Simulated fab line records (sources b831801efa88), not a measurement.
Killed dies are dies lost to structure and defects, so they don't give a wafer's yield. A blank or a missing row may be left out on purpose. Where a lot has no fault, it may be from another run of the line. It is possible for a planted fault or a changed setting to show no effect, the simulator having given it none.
A lot that was struck, set against a sound lot / flow gf180mcu / 15 out of 602 route steps
Sound: the wafers L626.4, L626.5, L626.6. Wafers struck: L642.3, L642.4, L642.5. At the end, the cause is stated.
For every step that has rows: the tool of each side, followed by ch and its chambers, followed by its first start. Under that, the readings that differ: sound wafers / struck wafers / difference of the means / sigmas: that difference in standard deviations of wafers without a fault.
alike: readings with means less than 2 such deviations apart, plus words and numbers identical on both sides. not compared: withheld readings, readings lacking a value on some wafer, bounds such as >300 that could conceal the same value, and numbers that have no deviation in the record and whose values overlap.
A row with sigmas, a row that says differs or no value, or rows on one side alone: a step with any of these is where the two part. Numbers that don't overlap but have no deviation are shown without sigmas and don't part them. Lack of a reading on every wafer of one side parts them only where that side has two or more wafers.

first, 4 steps without rows for these wafers: GF_V2_SOFTBAKE_10 (time 60 s); GF_V2_EXPOSE_11 (exposes mask Via2, target cd 260 nm); GF_V2_PEB_12 (peb time 90 s); GF_V2_DEVELOP_13 (develop time 60 s).
GF_V2_CD_MEAS_14: target cd 260 nm.
  sound on cdSem-02, day 21 23:46; struck on cdSem-02, day 27 06:04
  alike: cdNm
GF_V2_OVL_MEAS_15:
  sound on overlay-01, day 21 23:50; struck on overlay-01, day 27 06:10
  alike: V2_OVL
GF_V2_ETCH_16: etches BARC in N2/H2.
  sound on rieDiel-04 ch 0,1, day 21 23:52; struck on rieDiel-01 ch 0,3, day 27 06:11
  alike: drypumpMotorCurrentA, oesProductAu, throttleValvePct
GF_V2_ETCH_17: etches SiO2 in C4F8/O2/Ar, stops on TiN, target depth 630 nm.
  sound on rieDiel-04 ch 0,1; struck on rieDiel-01 ch 0,3
  alike: oesProductAu
GF_V2_STRIP_18: strips in O2/N2.
  sound on plasmaAsher-01 ch 0,1, day 22 00:01; struck on plasmaAsher-03 ch 0,1, day 27 06:21
  alike: drypumpMotorCurrentA, heaterPowerW, o2FlowSccm, oesProductAu
  not compared: rfHoursCounterH
then, 2 steps without rows for these wafers: GF_V2_STRIP_19 (strips in post etch residue remover, time 1200 s); GF_V2_CLEAN_20 (cleans in DIW).
GF_V2_SPUTTER_21: material Ti, target thk 15 nm, time 80.02 s.
  sound on pvdSputter-04, day 22 00:31; struck on pvdSputter-03, day 27 06:51
  alike: throttleValvePct
GF_V2_SPUTTER_22: material TiN, target thk 10 nm, time 40 s.
  sound on pvdSputter-04, day 22 00:35; struck on pvdSputter-03, day 27 06:55
reading=model.TiN_of_V2_SPUTTER_22.thkNm (nm); sound=10.14 9.84 10.02; struck=9.08 9.204 9.239; difference=-0.83; sigmas=
  alike: throttleValvePct
GF_V2_CVD_23: deposits W, target thk 350 nm, time 104.94 s.
  sound on cvdW-02 ch 0,1, day 22 00:40; struck on cvdW-01 ch 0,1, day 27 06:59
  alike: heaterPowerW
following that, these wafers have no rows for 1 step: GF_PASSIVATION_PROBE_99.

== WHERE THEY PART ==
Nowhere in this record.

WHY: the cause the simulator had injected
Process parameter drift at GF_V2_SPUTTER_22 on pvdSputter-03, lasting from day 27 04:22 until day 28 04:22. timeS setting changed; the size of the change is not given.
